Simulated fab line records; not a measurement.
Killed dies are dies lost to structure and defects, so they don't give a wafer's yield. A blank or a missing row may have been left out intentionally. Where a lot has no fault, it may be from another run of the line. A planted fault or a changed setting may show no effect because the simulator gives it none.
Which tool was responsible? + flow gf180mcu + Sampling: 12 lots, 34 wafers, 3 of 602 route steps

WHAT THE GAUGES SHOWED, per wafer
GF_MIM_THK_MEAS_11: measures by xrf.
| lot  | measured     | on            | MIM_ALCU_THK (nm) |
|------|--------------|---------------|-------------------|
| L579 | day 24 05:01 | film-metro-04 | 198.1 199.0 196.1 |
| L581 | day 25 00:40 | film-metro-02 | 192.9 193.6 190.8 |
| L582 | day 25 10:25 | film-metro-04 | 198.2 198.8 198.0 |
| L584 | day 26 09:01 | film-metro-02 | 194.4 198.6 195.0 |
| L586 | day 26 17:08 | film-metro-02 | 193.1 194.9 193.1 |
| L587 | day 27 04:18 | film-metro-02 | 193.2 192.8 194.4 |
| L589 | day 27 15:55 | film-metro-04 | 199.2 199.4 198.1 |
| L590 | day 28 00:48 | film-metro-04 | 200.3 201.0 199.3 |
| L592 | day 28 21:10 | film-metro-02 | 194.5 194.3 192.4 |
| L593 | day 28 23:53 | film-metro-02 | 196.5 196.4 197.0 |
| L598 | day 30 13:17 | film-metro-02 | 199.4 199.0       |
| L600 | day 30 16:12 | film-metro-01 | 200.7 202.0       |

WHAT TOOL EACH LOT RAN ON (gives the tool, then ch and the chambers of the sampled wafers, and finally the start)
| lot  | GF_V4_SPUTTER_22             | GF_MIM_SPUTTER_09            |
|------|------------------------------|------------------------------|
| L579 | pvd-sputter-02, day 24 03:49 | pvd-sputter-02, day 24 04:50 |
| L581 | pvd-sputter-04, day 24 23:09 | pvd-sputter-04, day 25 00:29 |
| L582 | pvd-sputter-04, day 25 09:14 | pvd-sputter-04, day 25 10:15 |
| L584 | pvd-sputter-02, day 26 07:49 | pvd-sputter-02, day 26 08:52 |
| L586 | pvd-sputter-02, day 26 15:14 | pvd-sputter-04, day 26 16:49 |
| L587 | pvd-sputter-04, day 27 02:56 | pvd-sputter-02, day 27 04:08 |
| L589 | pvd-sputter-01, day 27 14:44 | pvd-sputter-02, day 27 15:45 |
| L590 | pvd-sputter-01, day 27 23:38 | pvd-sputter-02, day 28 00:38 |
| L592 | pvd-sputter-02, day 28 19:59 | pvd-sputter-04, day 28 21:00 |
| L593 | pvd-sputter-02, day 28 22:44 | pvd-sputter-02, day 28 23:44 |
| L598 | pvd-sputter-04, day 30 11:59 | pvd-sputter-03, day 30 13:07 |
| L600 | pvd-sputter-01, day 30 15:02 | pvd-sputter-03, day 30 16:03 |
- GF_V4_SPUTTER_22: material TiN, target thk 10 nm, time 40 s.
- GF_MIM_SPUTTER_09: material TiN, target thk 35 nm, time 29.2 s.

AS READ BY THE TOOLS THEMSELVES (means over the sampled wafers that have a number; for cases with no such wafer, the mark the record gives instead)
GF_V4_SPUTTER_22.
| lot  | tool           | throttle-valve-pct (%) |
|------|----------------|------------------------|
| L579 | pvd-sputter-02 | 30.4                   |
| L581 | pvd-sputter-04 | 29.0                   |
| L582 | pvd-sputter-04 | 28.8                   |
| L584 | pvd-sputter-02 | 30.3                   |
| L586 | pvd-sputter-02 | 30.4                   |
| L587 | pvd-sputter-04 | 29.0                   |
| L589 | pvd-sputter-01 | 29.9                   |
| L590 | pvd-sputter-01 | 29.5                   |
| L592 | pvd-sputter-02 | 31.1                   |
| L593 | pvd-sputter-02 | 30.0                   |
| L598 | pvd-sputter-04 | 29.3                   |
| L600 | pvd-sputter-01 | 29.2                   |

GF_MIM_SPUTTER_09.
| lot  | tool           | throttle-valve-pct (%) |
|------|----------------|------------------------|
| L579 | pvd-sputter-02 | 31.4                   |
| L581 | pvd-sputter-04 | 28.9                   |
| L582 | pvd-sputter-04 | 29.1                   |
| L584 | pvd-sputter-02 | 31.1                   |
| L586 | pvd-sputter-04 | 29.3                   |
| L587 | pvd-sputter-02 | 30.9                   |
| L589 | pvd-sputter-02 | 30.7                   |
| L590 | pvd-sputter-02 | 31.0                   |
| L592 | pvd-sputter-04 | 29.6                   |
| L593 | pvd-sputter-02 | 30.4                   |
| L598 | pvd-sputter-03 | 30.4                   |
| L600 | pvd-sputter-03 | 30.4                   |

THE ANSWER, worked out from the rows above alone
Rule: usual is defined by the lots themselves. The widest of any qualifying gaps counts: lots, ordered by their means at a reading, are off when they make up no more than a third of the lots, leave a main group of 4 or more, and stand apart from it by 3 or more times the standard deviation of that group's means. A main group whose means are all the same, to the digits that the tables above print for the reading, isn't used. A lot without any number at a reading at which 4 lots or more have one is off too. Any other lot the step has rows for is counted as sound. The gauges are gone through in route order, then the tools' own readings, and for those a lot's mean is taken as printed above. At the first step where some lot is off, the reading lying furthest off is the one used; lots without a number count as furthest.
Across all readings shown, no lot is off: no conclusion can be drawn from this.

WHAT THE SIMULATOR HAD PUT IN
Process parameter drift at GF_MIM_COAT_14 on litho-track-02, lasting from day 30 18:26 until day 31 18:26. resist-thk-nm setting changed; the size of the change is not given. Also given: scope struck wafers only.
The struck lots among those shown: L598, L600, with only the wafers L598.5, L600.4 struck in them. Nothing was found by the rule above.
